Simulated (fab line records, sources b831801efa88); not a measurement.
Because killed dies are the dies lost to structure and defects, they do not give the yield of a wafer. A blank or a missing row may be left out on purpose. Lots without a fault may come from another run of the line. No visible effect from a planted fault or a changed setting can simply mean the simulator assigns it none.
Which tool was responsible?	flow gf180mcu	Sampling: 11 lots, 33 wafers, 5 of 602 route steps

WHAT EACH GAUGE READ, for each wafer
GF_V1_RS_MEAS_24: the measuring method here is four-point-probe. Usual: for V1_W_RS the level is 0.325 ohm/sq and the standard deviation is 0.006.
lot	measured	on	V1_W_RS (ohm/sq)	flag
L953	day 18 12:52	film-metro-04	0.330 0.328 0.329	
L954	day 18 16:35	film-metro-04	0.322 0.329 0.329	
L955	day 18 17:46	film-metro-03	0.327 0.320 0.325	
L956	day 19 01:40	film-metro-02	0.326 0.323 0.330	
L957	day 19 18:31	film-metro-02	0.335 0.320 0.320	
L959	day 20 18:38	film-metro-04	0.322 0.326 0.326	
L960	day 21 05:07	film-metro-03	0.321 0.333 0.331	
L961	day 21 13:40	film-metro-02	0.315 0.329 0.315	
L970	day 24 13:27	film-metro-03	0.211 0.318 0.330	OFF
L973	day 25 05:04	film-metro-03	0.331 0.323 0.328	
L976	day 26 00:59	film-metro-04	0.328 0.322 0.327	

GF_V1_THK_MEAS_25: measures by xrf. Usual: for V1_W_THK the level is 359 nm and the standard deviation is 7.7.
lot	measured	on	V1_W_THK (nm)	flag
L953	day 18 12:59	film-metro-04	355 357 352	
L954	day 18 16:41	film-metro-04	362 356 355	
L955	day 18 17:53	film-metro-03	357 364 357	
L956	day 19 01:46	film-metro-02	349 354 348	
L957	day 19 18:38	film-metro-02	341 358 357	
L959	day 20 18:44	film-metro-04	362 356 359	
L960	day 21 05:14	film-metro-03	363 355 353	
L961	day 21 13:46	film-metro-02	365 351 363	
L970	day 24 13:32	film-metro-03	- 369 359	
L973	day 25 05:11	film-metro-03	354 362 357	
L976	day 26 01:06	film-metro-04	358 365 360	

GF_M2_CD_MEAS_14: target cd 280 nm. Usual: cd-nm 279.8 nm, standard deviation 1.2.
lot	measured	on	cd-nm (nm)	flag
L953	day 19 13:10	cd-sem-02	278.8 279.5 278.8	
L954	day 19 17:20	cd-sem-02	279.3 280.0 278.9	
L955	day 19 18:37	cd-sem-02	279.7 279.2 279.6	
L956	day 20 02:32	cd-sem-02	279.8 280.0 279.5	
L957	day 20 19:01	cd-sem-02	278.9 279.3 281.0	
L959	day 21 19:08	cd-sem-02	280.0 279.8 280.4	
L960	day 22 05:26	cd-sem-02	278.0 277.7 279.1	
L961	day 22 14:06	cd-sem-01	279.9 280.1 280.0	
L970	day 25 11:17	cd-sem-02	280.9 283.1 281.9	
L973	day 26 01:55	cd-sem-01	280.5 279.7 280.2	
L976	day 26 21:52	cd-sem-02	277.4 278.8 278.1	

WHICH TOOL RAN EACH LOT (tool, then ch and the chambers of the sampled wafers, then the start)
lot	GF_V1_CVD_23	GF_V1_CMP_26
L953	cvd-w-02 ch 1, day 18 12:44	cmp-01 ch 0,2, day 18 13:02
L954	cvd-w-01 ch 0,1, day 18 16:27	cmp-01 ch 1,2,3, day 18 16:44
L955	cvd-w-02 ch 0,1, day 18 17:38	cmp-01 ch 1,3, day 18 17:59
L956	cvd-w-02 ch 0,1, day 19 01:32	cmp-01 ch 1,2, day 19 02:02
L957	cvd-w-01 ch 0,1, day 19 18:24	cmp-02 ch 0,1, day 19 18:44
L959	cvd-w-02 ch 0, day 20 18:28	cmp-02 ch 0,1,3, day 20 18:55
L960	cvd-w-02 ch 0,1, day 21 05:01	cmp-02 ch 0,1,2, day 21 05:18
L961	cvd-w-01 ch 0,1, day 21 13:33	cmp-02 ch 2,3, day 21 13:51
L970	cvd-w-01 ch 0,1, day 24 13:19	cmp-02 ch 1,2, day 24 13:37
L973	cvd-w-02 ch 0, day 25 04:57	cmp-01 ch 2,3, day 25 05:14
L976	cvd-w-02 ch 0,1, day 26 00:50	cmp-01 ch 1,2,3, day 26 01:10
- GF_V1_CVD_23: deposits W, target thk 350 nm, time 105.05 s.
- GF_V1_CMP_26: polishes, stops on SiO2, t overpolish 15 s, target thk 0 nm.

AS READ BY THE TOOLS THEMSELVES (means over the sampled wafers that have a number; for cases with no such wafer, the mark the record gives instead)
GF_V1_CVD_23. Usual: heater-power-w 892 W, standard deviation 78.
lot	tool	heater-power-w (W)	flag
L953	cvd-w-02	949	
L954	cvd-w-01	923	
L955	cvd-w-02	894	
L956	cvd-w-02	868	
L957	cvd-w-01	867	
L959	cvd-w-02	791	
L960	cvd-w-02	885	
L961	cvd-w-01	877	
L970	cvd-w-01	884	
L973	cvd-w-02	808	
L976	cvd-w-02	865	

GF_V1_CMP_26. Usual: motor-current-A 12.1 A, standard deviation 0.73; slurry-flow-ml-min 150.0, standard deviation 0.5; time-to-endpoint-s 86 s, standard deviation 4.3.
lot	tool	motor-current-A (A)	slurry-flow-ml-min	time-to-endpoint-s (s)	flag
L953	cmp-01	11.3	149.7	85	
L954	cmp-01	12.5	150.1	85	
L955	cmp-01	11.9	149.9	87	
L956	cmp-01	12.6	150.7	85	
L957	cmp-02	12.3	149.8	86	
L959	cmp-02	12.3	149.7	86	
L960	cmp-02	12.4	150.4	83	
L961	cmp-02	12.4	149.9	85	
L970	cmp-02	12.6	150.3	97	
L973	cmp-01	12.4	150.3	85	
L976	cmp-01	12.2	149.7	87	

THE ANSWER, worked out from the rows above alone
Rule: lot off if the mean of its wafers having a number is beyond 3 standard deviations from the usual mean. Also off: a lot with no number at a reading for which 4 or more lots have one. Any other lot the step has rows for is counted as sound. Order of review: gauges by route order, followed by the tools' own readings, for which a lot's mean as printed above is used. The first step at which some lot is off is used, and at that step the reading that is off furthest; a lot without a number counts as furthest.
Off: L970, at GF_V1_RS_MEAS_24 (V1_W_RS).
If a tool, at a process step before that reading, ran all the lots that are off and no sound lot after the first of them, it fits. Those tools and the gauges at GF_V1_RS_MEAS_24 are tried in the same way. One candidate fits, namely cvd-w-01 at GF_V1_CVD_23. A fault onset in the window from L961 (day 21 13:33, its last sound lot) to L970 (day 24 13:19, its first lot off) fits.

WHAT THE SIMULATOR PUT IN
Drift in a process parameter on cvd-w-01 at GF_V1_CVD_23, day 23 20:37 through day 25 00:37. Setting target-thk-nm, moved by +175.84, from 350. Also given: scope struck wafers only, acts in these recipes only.
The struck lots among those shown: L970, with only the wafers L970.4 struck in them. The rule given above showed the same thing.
